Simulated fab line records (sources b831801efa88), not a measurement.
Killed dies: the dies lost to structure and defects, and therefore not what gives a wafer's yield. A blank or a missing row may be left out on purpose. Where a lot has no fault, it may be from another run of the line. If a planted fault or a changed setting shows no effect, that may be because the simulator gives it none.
What tool caused it? || flow gf180mcu || 36 wafers from 12 lots sampled at 4 of the route's 602 steps

## WHAT EACH GAUGE READ, for each wafer
GF_MVPSD_TW_MEAS_11. Usual: for MVPSD_TW the level is 550 and the standard deviation is 5.1.
{"lot": "L939", "measured": "day 5 00:53", "on": "film-metro-02", "MVPSD_TW": "543 542 542", "flag": ""}
{"lot": "L941", "measured": "day 5 10:04", "on": "film-metro-02", "MVPSD_TW": "544 546 542", "flag": ""}
{"lot": "L944", "measured": "day 6 06:53", "on": "film-metro-01", "MVPSD_TW": "542 543 545", "flag": ""}
{"lot": "L946", "measured": "day 6 18:14", "on": "film-metro-02", "MVPSD_TW": "546 546 546", "flag": ""}
{"lot": "L947", "measured": "day 7 00:28", "on": "film-metro-01", "MVPSD_TW": "543 548 544", "flag": ""}
{"lot": "L948", "measured": "day 7 04:53", "on": "film-metro-02", "MVPSD_TW": "545 549 547", "flag": ""}
{"lot": "L951", "measured": "day 8 00:22", "on": "film-metro-04", "MVPSD_TW": "555 554 554", "flag": ""}
{"lot": "L953", "measured": "day 8 10:32", "on": "film-metro-02", "MVPSD_TW": "543 548 546", "flag": ""}
{"lot": "L954", "measured": "day 8 17:08", "on": "film-metro-04", "MVPSD_TW": "556 555 550", "flag": ""}
{"lot": "L959", "measured": "day 10 00:17", "on": "film-metro-02", "MVPSD_TW": "547 549 547", "flag": ""}
{"lot": "L960", "measured": "day 10 04:38", "on": "film-metro-04", "MVPSD_TW": "552 553 552", "flag": ""}
{"lot": "L961", "measured": "day 10 12:14", "on": "film-metro-01", "MVPSD_TW": "545 547 549", "flag": ""}

GF_VT_IMPLANT_TW_MEAS_43. Usual: for VT_IMPLANT_4_TW the level is 687 and the standard deviation is 6.2.
{"lot": "L939", "measured": "day 7 13:23", "on": "film-metro-01", "VT_IMPLANT_4_TW": "680 678 682", "flag": ""}
{"lot": "L941", "measured": "day 7 23:05", "on": "film-metro-03", "VT_IMPLANT_4_TW": "678 681 679", "flag": ""}
{"lot": "L944", "measured": "day 8 22:20", "on": "film-metro-04", "VT_IMPLANT_4_TW": "696 698 694", "flag": ""}
{"lot": "L946", "measured": "day 9 11:11", "on": "film-metro-03", "VT_IMPLANT_4_TW": "683 682 680", "flag": ""}
{"lot": "L947", "measured": "day 9 17:41", "on": "film-metro-03", "VT_IMPLANT_4_TW": "683 683 684", "flag": ""}
{"lot": "L948", "measured": "day 9 23:47", "on": "film-metro-04", "VT_IMPLANT_4_TW": "700 703 707", "flag": ""}
{"lot": "L951", "measured": "day 10 22:22", "on": "film-metro-04", "VT_IMPLANT_4_TW": "643 638 643", "flag": "OFF"}
{"lot": "L953", "measured": "day 11 08:48", "on": "film-metro-04", "VT_IMPLANT_4_TW": "639 639 640", "flag": "OFF"}
{"lot": "L954", "measured": "day 11 16:53", "on": "film-metro-01", "VT_IMPLANT_4_TW": "686 685 688", "flag": ""}
{"lot": "L959", "measured": "day 13 02:41", "on": "film-metro-03", "VT_IMPLANT_4_TW": "687 688 684", "flag": ""}
{"lot": "L960", "measured": "day 13 10:11", "on": "film-metro-04", "VT_IMPLANT_4_TW": "694 698 692", "flag": ""}
{"lot": "L961", "measured": "day 13 17:26", "on": "film-metro-04", "VT_IMPLANT_4_TW": "697 693 695", "flag": ""}

## WHAT TOOL EACH LOT RAN ON (gives the tool, then ch and the chambers of the sampled wafers, and finally the start)
{"lot": "L939", "GF_VT_IMPLANT_IMPLANT_41": "implanter-04 ch 0, day 7 13:09", "GF_VT_IMPLANT_STRIP_42": "plasma-asher-02 ch 1, day 7 13:17"}
{"lot": "L941", "GF_VT_IMPLANT_IMPLANT_41": "implanter-04 ch 0, day 7 22:50", "GF_VT_IMPLANT_STRIP_42": "plasma-asher-02 ch 0,1, day 7 22:59"}
{"lot": "L944", "GF_VT_IMPLANT_IMPLANT_41": "implanter-04 ch 0, day 8 22:06", "GF_VT_IMPLANT_STRIP_42": "plasma-asher-02 ch 0,1, day 8 22:14"}
{"lot": "L946", "GF_VT_IMPLANT_IMPLANT_41": "implanter-04 ch 0, day 9 10:56", "GF_VT_IMPLANT_STRIP_42": "plasma-asher-02 ch 1, day 9 11:05"}
{"lot": "L947", "GF_VT_IMPLANT_IMPLANT_41": "implanter-01 ch 0, day 9 17:26", "GF_VT_IMPLANT_STRIP_42": "plasma-asher-03 ch 0,1, day 9 17:35"}
{"lot": "L948", "GF_VT_IMPLANT_IMPLANT_41": "implanter-04 ch 0, day 9 23:33", "GF_VT_IMPLANT_STRIP_42": "plasma-asher-01 ch 0,1, day 9 23:41"}
{"lot": "L951", "GF_VT_IMPLANT_IMPLANT_41": "implanter-04 ch 0, day 10 22:07", "GF_VT_IMPLANT_STRIP_42": "plasma-asher-01 ch 0,1, day 10 22:16"}
{"lot": "L953", "GF_VT_IMPLANT_IMPLANT_41": "implanter-04 ch 0, day 11 08:35", "GF_VT_IMPLANT_STRIP_42": "plasma-asher-03 ch 0,1, day 11 08:43"}
{"lot": "L954", "GF_VT_IMPLANT_IMPLANT_41": "implanter-02 ch 0, day 11 16:40", "GF_VT_IMPLANT_STRIP_42": "plasma-asher-01 ch 0,1, day 11 16:48"}
{"lot": "L959", "GF_VT_IMPLANT_IMPLANT_41": "implanter-02 ch 0, day 13 02:26", "GF_VT_IMPLANT_STRIP_42": "plasma-asher-03 ch 0,1, day 13 02:35"}
{"lot": "L960", "GF_VT_IMPLANT_IMPLANT_41": "implanter-02 ch 0, day 13 09:58", "GF_VT_IMPLANT_STRIP_42": "plasma-asher-02 ch 0,1, day 13 10:06"}
{"lot": "L961", "GF_VT_IMPLANT_IMPLANT_41": "implanter-01 ch 0, day 13 17:11", "GF_VT_IMPLANT_STRIP_42": "plasma-asher-02 ch 0,1, day 13 17:19"}
- GF_VT_IMPLANT_IMPLANT_41
- GF_VT_IMPLANT_STRIP_42: strips in O2/N2.

## WHAT THE TOOLS THEMSELVES READ (means of the sampled wafers that have a number; where no wafer has one, the mark that the record gives instead)
GF_VT_IMPLANT_IMPLANT_41. Usual: dose-ions-cm2 1.0128e+12, standard deviation 1.2e+09; faraday-current-uA 5.72, standard deviation 0.11.
{"lot": "L939", "tool": "implanter-04", "dose-ions-cm2": 1.0121e+12, "faraday-current-uA": 5.88, "flag": ""}
{"lot": "L941", "tool": "implanter-04", "dose-ions-cm2": 1.0132e+12, "faraday-current-uA": 5.72, "flag": ""}
{"lot": "L944", "tool": "implanter-04", "dose-ions-cm2": 1.0133e+12, "faraday-current-uA": 5.68, "flag": ""}
{"lot": "L946", "tool": "implanter-04", "dose-ions-cm2": 1.0122e+12, "faraday-current-uA": 5.80, "flag": ""}
{"lot": "L947", "tool": "implanter-01", "dose-ions-cm2": 1.0123e+12, "faraday-current-uA": 5.63, "flag": ""}
{"lot": "L948", "tool": "implanter-04", "dose-ions-cm2": 1.0127e+12, "faraday-current-uA": 5.63, "flag": ""}
{"lot": "L951", "tool": "implanter-04", "dose-ions-cm2": 7.8000e+11, "faraday-current-uA": 4.41, "flag": "OFF"}
{"lot": "L953", "tool": "implanter-04", "dose-ions-cm2": 7.8003e+11, "faraday-current-uA": 4.47, "flag": "OFF"}
{"lot": "L954", "tool": "implanter-02", "dose-ions-cm2": 1.0142e+12, "faraday-current-uA": 5.82, "flag": ""}
{"lot": "L959", "tool": "implanter-02", "dose-ions-cm2": 1.0136e+12, "faraday-current-uA": 5.76, "flag": ""}
{"lot": "L960", "tool": "implanter-02", "dose-ions-cm2": 1.0135e+12, "faraday-current-uA": 5.61, "flag": ""}
{"lot": "L961", "tool": "implanter-01", "dose-ions-cm2": 1.0128e+12, "faraday-current-uA": 5.62, "flag": ""}

GF_VT_IMPLANT_STRIP_42. Usual: drypump-motor-current-A 5.75 A, standard deviation 0.26; heater-power-w 308 W, standard deviation 37; oes-product-au 0.715 a.u., standard deviation 0.0045; strip-time-to-endpoint-s 12.62 s, standard deviation 0.037.
{"lot": "L939", "tool": "plasma-asher-02", "drypump-motor-current-A (A)": 5.97, "heater-power-w (W)": 270, "oes-product-au (a.u.)": 0.712, "strip-time-to-endpoint-s (s)": 12.65, "flag": ""}
{"lot": "L941", "tool": "plasma-asher-02", "drypump-motor-current-A (A)": 5.86, "heater-power-w (W)": 322, "oes-product-au (a.u.)": 0.718, "strip-time-to-endpoint-s (s)": 12.62, "flag": ""}
{"lot": "L944", "tool": "plasma-asher-02", "drypump-motor-current-A (A)": 5.87, "heater-power-w (W)": 317, "oes-product-au (a.u.)": 0.709, "strip-time-to-endpoint-s (s)": 12.61, "flag": ""}
{"lot": "L946", "tool": "plasma-asher-02", "drypump-motor-current-A (A)": 5.96, "heater-power-w (W)": 278, "oes-product-au (a.u.)": 0.715, "strip-time-to-endpoint-s (s)": 12.63, "flag": ""}
{"lot": "L947", "tool": "plasma-asher-03", "drypump-motor-current-A (A)": 5.56, "heater-power-w (W)": 288, "oes-product-au (a.u.)": 0.712, "strip-time-to-endpoint-s (s)": 12.63, "flag": ""}
{"lot": "L948", "tool": "plasma-asher-01", "drypump-motor-current-A (A)": 5.75, "heater-power-w (W)": 329, "oes-product-au (a.u.)": 0.717, "strip-time-to-endpoint-s (s)": 12.65, "flag": ""}
{"lot": "L951", "tool": "plasma-asher-01", "drypump-motor-current-A (A)": 5.53, "heater-power-w (W)": 300, "oes-product-au (a.u.)": 0.714, "strip-time-to-endpoint-s (s)": 12.64, "flag": ""}
{"lot": "L953", "tool": "plasma-asher-03", "drypump-motor-current-A (A)": 5.57, "heater-power-w (W)": 286, "oes-product-au (a.u.)": 0.711, "strip-time-to-endpoint-s (s)": 12.67, "flag": ""}
{"lot": "L954", "tool": "plasma-asher-01", "drypump-motor-current-A (A)": 5.52, "heater-power-w (W)": 294, "oes-product-au (a.u.)": 0.716, "strip-time-to-endpoint-s (s)": 12.60, "flag": ""}
{"lot": "L959", "tool": "plasma-asher-03", "drypump-motor-current-A (A)": 5.57, "heater-power-w (W)": 282, "oes-product-au (a.u.)": 0.717, "strip-time-to-endpoint-s (s)": 12.57, "flag": ""}
{"lot": "L960", "tool": "plasma-asher-02", "drypump-motor-current-A (A)": 5.86, "heater-power-w (W)": 322, "oes-product-au (a.u.)": 0.721, "strip-time-to-endpoint-s (s)": 12.59, "flag": ""}
{"lot": "L961", "tool": "plasma-asher-02", "drypump-motor-current-A (A)": 5.92, "heater-power-w (W)": 297, "oes-product-au (a.u.)": 0.718, "strip-time-to-endpoint-s (s)": 12.66, "flag": ""}

## THE ANSWER, worked out from the rows above alone
Rule: lot off if the mean of its wafers having a number is beyond 3 standard deviations from the usual mean. Also off: a lot with no number at a reading for which 4 or more lots have one. Any other lot the step has rows for is counted as sound. The gauges are gone through in route order, then the tools' own readings, and for those a lot's mean is taken as printed above. At the first step where some lot is off, the reading lying furthest off is the one used; lots without a number count as furthest.
Off: L951, L953, seen at GF_VT_IMPLANT_TW_MEAS_43 (VT_IMPLANT_4_TW).
A tool fits if, at a process step before that reading, it ran every lot that is off, and no sound lot after the first of them. Not tried: the gauges at GF_VT_IMPLANT_TW_MEAS_43; whatever is off there is also off at GF_VT_IMPLANT_IMPLANT_41, on other tools, and gauge error can't account for it. One fits: GF_VT_IMPLANT_IMPLANT_41 on implanter-04. Its last sound lot is L948 (day 9 23:33), its first lot that is off L951 (day 10 22:07): a fault that began between those two fits.
The tool's own readings at GF_VT_IMPLANT_IMPLANT_41 bear it out: on the lots that are off they differ by more than 5 times the standard deviation of the sound lots' means. dose-ions-cm2 reads 7.8002e+11 there against 1.0130e+12 on the sound lots; faraday-current-uA reads 4.44 there against 5.71 on the sound lots.

## WHAT THE SIMULATOR PUT IN
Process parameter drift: implanter-04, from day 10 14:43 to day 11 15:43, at GF_VT_IMPLANT_IMPLANT_41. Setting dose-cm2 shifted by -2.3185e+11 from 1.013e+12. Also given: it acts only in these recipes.
Shown lots that were struck: L951, L953. The same result came from the rule above.
